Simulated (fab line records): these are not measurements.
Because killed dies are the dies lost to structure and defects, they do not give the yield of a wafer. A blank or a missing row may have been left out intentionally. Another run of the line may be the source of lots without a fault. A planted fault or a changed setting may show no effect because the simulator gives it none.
Which tool did it? || flow gf180mcu || route of 602 steps, sampled at 1 step: 24 lots, 72 wafers

== WHAT EACH GAUGE READ, for each wafer ==
GF_V2_THK_MEAS_03. Usual: for V2_CVD_02_THK the level is 849 nm and the standard deviation is 11.
{"lot": "L074", "measured": "day 19 03:29", "on": "film-metro-02", "V2_CVD_02_THK (nm)": "849 853 855", "flag": ""}
{"lot": "L075", "measured": "day 19 15:41", "on": "film-metro-04", "V2_CVD_02_THK (nm)": "847 838 842", "flag": ""}
{"lot": "L076", "measured": "day 19 23:31", "on": "film-metro-04", "V2_CVD_02_THK (nm)": "861 852 870", "flag": ""}
{"lot": "L077", "measured": "day 20 09:16", "on": "film-metro-03", "V2_CVD_02_THK (nm)": "845 848 861", "flag": ""}
{"lot": "L078", "measured": "day 21 06:28", "on": "film-metro-03", "V2_CVD_02_THK (nm)": "842 831 845", "flag": ""}
{"lot": "L079", "measured": "day 21 12:38", "on": "film-metro-02", "V2_CVD_02_THK (nm)": "849 842 859", "flag": ""}
{"lot": "L080", "measured": "day 22 01:23", "on": "film-metro-03", "V2_CVD_02_THK (nm)": "850 837 848", "flag": ""}
{"lot": "L081", "measured": "day 22 09:16", "on": "film-metro-03", "V2_CVD_02_THK (nm)": "861 858 858", "flag": ""}
{"lot": "L082", "measured": "day 22 11:28", "on": "film-metro-03", "V2_CVD_02_THK (nm)": "836 837 862", "flag": ""}
{"lot": "L083", "measured": "day 22 19:30", "on": "film-metro-04", "V2_CVD_02_THK (nm)": "842 857 843", "flag": ""}
{"lot": "L084", "measured": "day 23 01:41", "on": "film-metro-04", "V2_CVD_02_THK (nm)": "847 843 852", "flag": ""}
{"lot": "L085", "measured": "day 23 15:25", "on": "film-metro-03", "V2_CVD_02_THK (nm)": "860 872 863", "flag": ""}
{"lot": "L086", "measured": "day 23 21:09", "on": "film-metro-04", "V2_CVD_02_THK (nm)": "830 864 852", "flag": ""}
{"lot": "L087", "measured": "day 24 04:05", "on": "film-metro-02", "V2_CVD_02_THK (nm)": "831 843 859", "flag": ""}
{"lot": "L088", "measured": "day 24 16:08", "on": "film-metro-03", "V2_CVD_02_THK (nm)": "855 864 865", "flag": ""}
{"lot": "L089", "measured": "day 25 05:22", "on": "film-metro-03", "V2_CVD_02_THK (nm)": "848 862 863", "flag": ""}
{"lot": "L090", "measured": "day 25 05:50", "on": "film-metro-03", "V2_CVD_02_THK (nm)": "843 837 859", "flag": ""}
{"lot": "L091", "measured": "day 25 12:15", "on": "film-metro-04", "V2_CVD_02_THK (nm)": "853 850 840", "flag": ""}
{"lot": "L092", "measured": "day 25 18:06", "on": "film-metro-04", "V2_CVD_02_THK (nm)": "847 846 855", "flag": ""}
{"lot": "L093", "measured": "day 26 02:55", "on": "film-metro-03", "V2_CVD_02_THK (nm)": "859 869 866", "flag": ""}
{"lot": "L094", "measured": "day 26 07:14", "on": "film-metro-03", "V2_CVD_02_THK (nm)": "845 839 843", "flag": ""}
{"lot": "L095", "measured": "day 26 13:28", "on": "film-metro-03", "V2_CVD_02_THK (nm)": "832 830 841", "flag": ""}
{"lot": "L096", "measured": "day 26 18:21", "on": "film-metro-04", "V2_CVD_02_THK (nm)": "836 855 847", "flag": ""}
{"lot": "L097", "measured": "day 27 01:40", "on": "film-metro-03", "V2_CVD_02_THK (nm)": "834 841 851", "flag": ""}

== EACH LOT AND THE TOOL THAT RAN IT (in order: tool; ch and the chambers of the sampled wafers; start) ==
The record shows no process step preceding these readings.

== AS READ BY THE TOOLS THEMSELVES (means over the sampled wafers that have a number; for cases with no such wafer, the mark the record gives instead) ==
The record holds no such reading with a usual standard deviation.

== THE ANSWER, worked out from the rows above alone ==
Rule: a lot is off if the mean of its wafers that have a number lies more than 3 standard deviations from the usual mean. Also off: a lot with no number at a reading for which 4 or more lots have one. All remaining lots with rows at the step are treated as sound. Order of review: gauges by route order, followed by the tools' own readings, for which a lot's mean as printed above is used. The first step at which some lot is off is used, and at that step the reading that is off furthest; a lot without a number counts as furthest.
No lot is off at any reading shown: from this, nothing can be told.

== WHAT WAS PUT IN BY THE SIMULATOR ==
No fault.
